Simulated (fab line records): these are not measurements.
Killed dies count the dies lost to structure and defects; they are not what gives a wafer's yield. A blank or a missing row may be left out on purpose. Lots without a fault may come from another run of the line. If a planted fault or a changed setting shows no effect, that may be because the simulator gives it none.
Split-lot experiment | flow sky130 | 23 wafers read across 5 lots, on a route 708 steps long

== THE SPLIT ITSELF ==
At SKY_RES_XHIGH_IMPLANT_07, the setting energy_kev was moved away from the recipe's 20 on 5 of the 23 wafers read, by -4.9% to +1.8%. All remaining wafers had this setting at the recipe value.

Reading taken at the split's own step.

== THE READING ==
The simulator's own value implant.drp_nm, read by no gauge, in nm at SKY_RES_XHIGH_IMPLANT_07. The file gives no usual value for it.

wafer  | tool, chamber at the split | energy_kev as run | against the recipe | implant.drp_nm, nm | against lot-mates on the recipe
L077.1 | implanter-04, 0            | 20                | recipe             | 9.746              | -
L077.4 | implanter-04, 0            | 20                | recipe             | 9.746              | -
L077.6 | implanter-04, 0            | 20                | recipe             | 9.746              | -
L078.1 | implanter-04, 0            | 20                | recipe             | 9.746              | -
L078.4 | implanter-04, 0            | 20                | recipe             | 9.746              | -
L078.6 | implanter-04, 0            | 20                | recipe             | 9.746              | -
L078.2 | implanter-04, 0            | 20.36             | +1.8%              | 9.869              | +0.123
L078.5 | implanter-04, 0            | 20.36             | +1.8%              | 9.869              | +0.123
L081.1 | implanter-01, 0            | 20                | recipe             | 9.746              | -
L081.2 | implanter-01, 0            | 20                | recipe             | 9.746              | -
L081.3 | implanter-01, 0            | 20                | recipe             | 9.746              | -
L081.4 | implanter-01, 0            | 20                | recipe             | 9.746              | -
L081.5 | implanter-01, 0            | 20                | recipe             | 9.746              | -
L083.1 | implanter-02, 0            | 20                | recipe             | 9.746              | -
L083.3 | implanter-02, 0            | 20                | recipe             | 9.746              | -
L083.4 | implanter-02, 0            | 20                | recipe             | 9.746              | -
L083.5 | implanter-02, 0            | 20                | recipe             | 9.746              | -
L083.6 | implanter-02, 0            | 20                | recipe             | 9.746              | -
L082.2 | implanter-04, 0            | 20                | recipe             | 9.746              | -
L082.5 | implanter-04, 0            | 20                | recipe             | 9.746              | -
L082.3 | implanter-04, 0            | 19.02             | -4.9%              | 9.408              | -0.338
L082.4 | implanter-04, 0            | 19.02             | -4.9%              | 9.408              | -0.338
L082.6 | implanter-04, 0            | 19.02             | -4.9%              | 9.408              | -0.338

THE FIT
A straight line over all 23 wafers: implant.drp_nm changes by +0.0689 nm for each +1% of energy_kev; r = +1.00; the points scatter about the line by 0.00032 nm.
The same after taking each lot's own level away (the mean of its wafers on the recipe; 23 wafers): +0.0689 nm for each +1%; r = +1.00; scatter 0.00032 nm.
That fit puts the effect of the largest move of energy_kev on the reading at 0.34 nm.
The lots' own levels span 9.7460 to 9.7460 nm.
Consequently the slope shifts little with the lot-to-lot level, the two slopes agreeing.
Check: for one of the wafers moved furthest among these (-4.9%), held out of the fit, the line's prediction against its lot-mates is -0.338 nm. It came out at -0.338 nm against them.

== THE OTHER SPLITS THESE WAFERS WENT THROUGH ==
These wafers also went through other splits before the reading. Each is held against what the fit with the lots' levels taken away leaves over:
other split on the same wafers | wafers away from the commonest value | r with implant.drp_nm (lot level and that fit taken away)
SKY_SD_P_COAT_02 spin_rpm      | 9                                    | -0.13
SKY_RES_XHIGH_COAT_02 spin_rpm | 9                                    | -0.01

== THE WHOLE CHAIN: every reading that the file lists as answering this split, in the file's order ==
step                     | what it does | reading                                                         | change (the file's fit)                | r (the file's)
SKY_RES_XHIGH_IMPLANT_07 |              | implant.rp_nm (the simulator's own value, which no gauge read)  | +0.134 nm for each +1% of the setting  | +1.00
SKY_RES_XHIGH_IMPLANT_07 |              | implant.drp_nm (the simulator's own value, which no gauge read) | +0.0689 nm for each +1% of the setting | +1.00

== FILE'S OWN FIT ==
implant.drp_nm changes by +0.0689 nm for each +1% of energy_kev, r = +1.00.
